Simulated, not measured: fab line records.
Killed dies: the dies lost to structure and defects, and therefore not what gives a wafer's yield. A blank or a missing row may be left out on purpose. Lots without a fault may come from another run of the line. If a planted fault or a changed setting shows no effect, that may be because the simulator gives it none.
A lot that was struck, set against a sound lot ; flow sfq_line ; 26 out of 325 route steps
Sound: these wafers, L704.1, L704.4, L704.6. Wafers struck: L699.2, L699.4, L699.5. The cause is given at the end.
Order at every step that has rows: each side's tool, ch and its chambers, its first start. Under that, the readings that differ: sound wafers ; struck wafers ; difference of the means ; sigmas: that difference in standard deviations of wafers without a fault.
alike: same words and numbers on both sides, and readings whose means sit less than 2 such deviations apart. not compared: any withheld reading, any reading some wafer has no value for, any bound like >300 that may hide the same value, and any number with overlapping values for which the record gives no deviation.
A row with sigmas, a row that says differs or no value, or rows on one side alone: a step with any of these is where the two part. Numbers that don't overlap but have no deviation are shown without sigmas and don't part them. A reading missing from all wafers of one side parts the sides only when that side holds two or more wafers.

SFQ_L0_RS_MEAS_901: measurement is done with a four-point probe.
  sound: film_metro-02 at day 5 01:34; struck: film_metro-02 at day 4 00:35
  alike: L0_MONX_KI_RS
SFQ_L0_THK_MEAS_902: measures by xrf.
  sound: film_metro-02 at day 5 01:41; struck: film_metro-02 at day 4 00:41
  alike: L0_MONX_KI_THK
then, 6 steps without rows for these wafers: SFQ_TRILAYER_L0_LITHO_COAT_010 (resist thk 62 nm); SFQ_TRILAYER_L0_LITHO_COAT_005 (resist thk 600 nm); SFQ_TRILAYER_L0_LITHO_SOFTBAKE_009; SFQ_TRILAYER_L0_LITHO_EXPOSE_006 (exposes mask L0, target cd 2000 nm); SFQ_TRILAYER_L0_LITHO_PEB_008 (peb time 60 s); SFQ_TRILAYER_L0_LITHO_DEVELOP_007 (time 60 s).
-- the record jumps here: 3 days lie between the struck wafers' starts before and after --
SFQ_TRILAYER_L0_BARC_OPEN_METAL_ETCH_010: etches BARC in O2, target depth 125 nm, time 41.7 s.
  sound on rie_metal-03 ch 0,1, day 8 06:44; struck on rie_metal-03 ch 0,1, day 6 23:52
  alike: drypump_motor_current_A, oes_product_au
  not compared: rf_hours_counter_h
SFQ_TRILAYER_L0_ETCH_METAL_ETCH_008: etches MoNx KI in SF6/O2, stops on SiO2, target depth 50 nm, time 25 s.
  sound on rie_metal-03 ch 0,1, day 8 06:47; struck on rie_metal-03 ch 0,1, day 6 23:55
  alike: drypump_motor_current_A, oes_product_au
  not compared: rf_hours_counter_h
then, 2 steps without rows for these wafers: SFQ_TRILAYER_L0_STRIP_STRIP_009 (strips in O2); SFQ_TRILAYER_L0_STRIP_SOLV_CLEAN_010 (cleans in NMP, time 600 s).
SFQ_TRILAYER_L0_CAP_PECVD_011: deposits SiO2 from SiH4/N2O, time 13.333 s, target thk 60 nm.
  sound on pecvd-02 ch 0,1, day 8 07:37; struck on pecvd-01 ch 0,2, day 7 00:56
  alike: heater_power_w, throttle_valve_pct
then, 6 steps without rows for these wafers: SFQ_TRILAYER_L0_VIA_LITHO_COAT_018 (resist thk 62 nm); SFQ_TRILAYER_L0_VIA_LITHO_COAT_013 (resist thk 650 nm); SFQ_TRILAYER_L0_VIA_LITHO_SOFTBAKE_017; SFQ_TRILAYER_L0_VIA_LITHO_EXPOSE_014 (exposes mask L0V, target cd 700 nm); SFQ_TRILAYER_L0_VIA_LITHO_PEB_016 (peb time 60 s); SFQ_TRILAYER_L0_VIA_LITHO_DEVELOP_015 (time 60 s).
-- the record jumps here: 3 days lie between the struck wafers' starts before and after --
SFQ_L0V_OVL_MEAS_903:
  sound: overlay-01 at day 12 00:43; struck: overlay-02 at day 10 09:07
  alike: L0V_OVL
SFQ_TRILAYER_L0_VIA_BARC_OPEN_VIA_ETCH_021: etches BARC in O2, target depth 125 nm, time 41.7 s.
  sound on rie_diel-04 ch 0,1,2, day 12 00:44; struck on rie_diel-01 ch 0,2,3, day 10 09:08
  alike: drypump_motor_current_A, oes_product_au
  not compared: rf_hours_counter_h
SFQ_TRILAYER_L0_VIA_ETCH_VIA_ETCH_016: etches SiO2 in CHF3, stops on MoNx KI, target depth 80 nm.
  sound on rie_diel-04 ch 0,1,2, day 12 00:47; struck on rie_diel-01 ch 0,2,3, day 10 09:11
reading;sound;struck;difference;sigmas
oes_product_au (a.u.);0.828 0.835 0.848;1.003 0.999 1.003;+0.165;+23
model.L0V.feature_depth_nm (nm);58.92 59.35 60.22;80.89 80.9 80.02;+21.11;
model.etch.depth_nm (nm);58.92 59.35 60.22;80.89 80.9 80.02;+21.11;
  alike: drypump_motor_current_A
SFQ_TRILAYER_L0_VIA_STRIP_STRIP_017: strips in O2.
  sound on rie_metal-02 ch 0, day 12 00:50; struck on rie_metal-01 ch 0,1, day 10 09:14
reading;sound;struck;difference;sigmas
drypump_motor_current_A (A);6.6 6.6 6.6;5.2 5.7 5.7;-1.1;-2
  alike: oes_product_au
  not compared: rf_hours_counter_h
then, 1 step without rows for these wafers: SFQ_TRILAYER_L0_VIA_STRIP_SOLV_CLEAN_018 (cleans in NMP, time 600 s).
SFQ_TRILAYER_M0_DEP_PRE_CLEAN_020: time 15 s.
  sound: pvd_sputter-03 at day 12 02:13; struck: pvd_sputter-06 at day 10 10:00
reading;sound;struck;difference;sigmas
model.SiO2_of_TRILAYER_L0_CAP_PECVD_011.thk_nm (nm);53.92 54.35 55.22;113.1 114.9 115.3;+59.9;
SFQ_TRILAYER_M0_DEP_SPUTTER_019: material Nb, target thk 200 nm, time 133.3 s.
  sound: pvd_sputter-03 at day 12 02:14; struck: pvd_sputter-06 at day 10 10:02
  alike: throttle_valve_pct

## WHERE THEY PART
At SFQ_TRILAYER_L0_VIA_ETCH_VIA_ETCH_016 first; at SFQ_TRILAYER_L0_VIA_STRIP_STRIP_017 last (within this record only). Later steps at which nothing parts them and some readings are alike: SFQ_TRILAYER_M0_DEP_SPUTTER_019.

WHY: what had been put in by the simulator
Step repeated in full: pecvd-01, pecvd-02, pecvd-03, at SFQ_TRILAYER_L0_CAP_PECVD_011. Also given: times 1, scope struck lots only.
